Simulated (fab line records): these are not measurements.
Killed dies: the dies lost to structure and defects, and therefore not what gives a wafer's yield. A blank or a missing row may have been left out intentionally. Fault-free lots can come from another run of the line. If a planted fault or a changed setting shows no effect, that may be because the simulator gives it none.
Which of the tools did it? | flow gf180mcu | 21 wafers from 7 lots sampled at 3 of the route's 602 steps

== WHAT THE GAUGES SHOWED, per wafer ==
GF_V5_CD_MEAS_14: the cd target is 260 nm.
lot  | measured     | on        | cd nm (nm)
L249 | day 28 02:33 | cd sem-01 | 260.7 259.6 260.8
L256 | day 30 13:28 | cd sem-01 | 260.5 260.3 261.4
L260 | day 31 09:49 | cd sem-02 | - - -
L262 | day 31 23:58 | cd sem-01 | - - -
L265 | day 32 19:07 | cd sem-01 | 260.0 260.5 258.7
L266 | day 32 22:21 | cd sem-02 | 260.0 260.4 259.2
L268 | day 33 15:04 | cd sem-02 | 260.3 259.7 258.7

== WHICH TOOL RAN EACH LOT (tool, then ch and the chambers of the sampled wafers, then the start) ==
lot  | GF_V5_CVD_02                    | GF_V5_PEB_12
L249 | pecvd-01 ch 0,1,2, day 27 05:37 | litho track-04 ch 0, day 28 02:12
L256 | pecvd-04 ch 1,2, day 29 18:40   | litho track-02 ch 0, day 30 13:07
L260 | pecvd-04 ch 0,2, day 30 16:02   | litho track-02, day 31 09:28
L262 | pecvd-04 ch 0,2, day 31 06:47   | litho track-02, day 31 23:37
L265 | pecvd-04 ch 0,1,2, day 32 02:03 | litho track-04 ch 0, day 32 18:48
L266 | pecvd-01 ch 0,1, day 32 05:34   | litho track-04 ch 0, day 32 22:00
L268 | pecvd-04 ch 1,2, day 32 22:58   | litho track-04 ch 0, day 33 14:44
- GF_V5_CVD_02: deposits SiO2 from TEOS, target thk 1450 nm, time 163.28 s.
- GF_V5_PEB_12: peb time 94.44 s.

== THE ANSWER, worked out from the rows above alone ==
Rule: what is usual is taken from the lots themselves. The widest of any qualifying gaps counts: lots, ordered by their means at a reading, are off when they make up no more than a third of the lots, leave a main group of 4 or more, and stand apart from it by 3 or more times the standard deviation of that group's means. If all means in a main group match to the digits the tables above print for the reading, that group is not used. A lot without any number at a reading at which 4 lots or more have one is off too. The other lots that the step has rows for count as sound.
Off, at GF_V5_CD_MEAS_14 on cd nm: L260, L262. Without a number there: L260, L262. The main group: mean 260.1 nm, standard deviation 0.43.
A tool fits if, at a process step before that reading, it ran every lot that is off, and no sound lot after the first of them. Gauges at GF_V5_CD_MEAS_14: tried the same way as those tools. One fits: GF_V5_PEB_12 on litho track-02. Its last sound lot is L256 (day 30 13:07), its first lot that is off L260 (day 31 09:28): a fault that began between those two fits.

== WHAT THE SIMULATOR HAD INSERTED ==
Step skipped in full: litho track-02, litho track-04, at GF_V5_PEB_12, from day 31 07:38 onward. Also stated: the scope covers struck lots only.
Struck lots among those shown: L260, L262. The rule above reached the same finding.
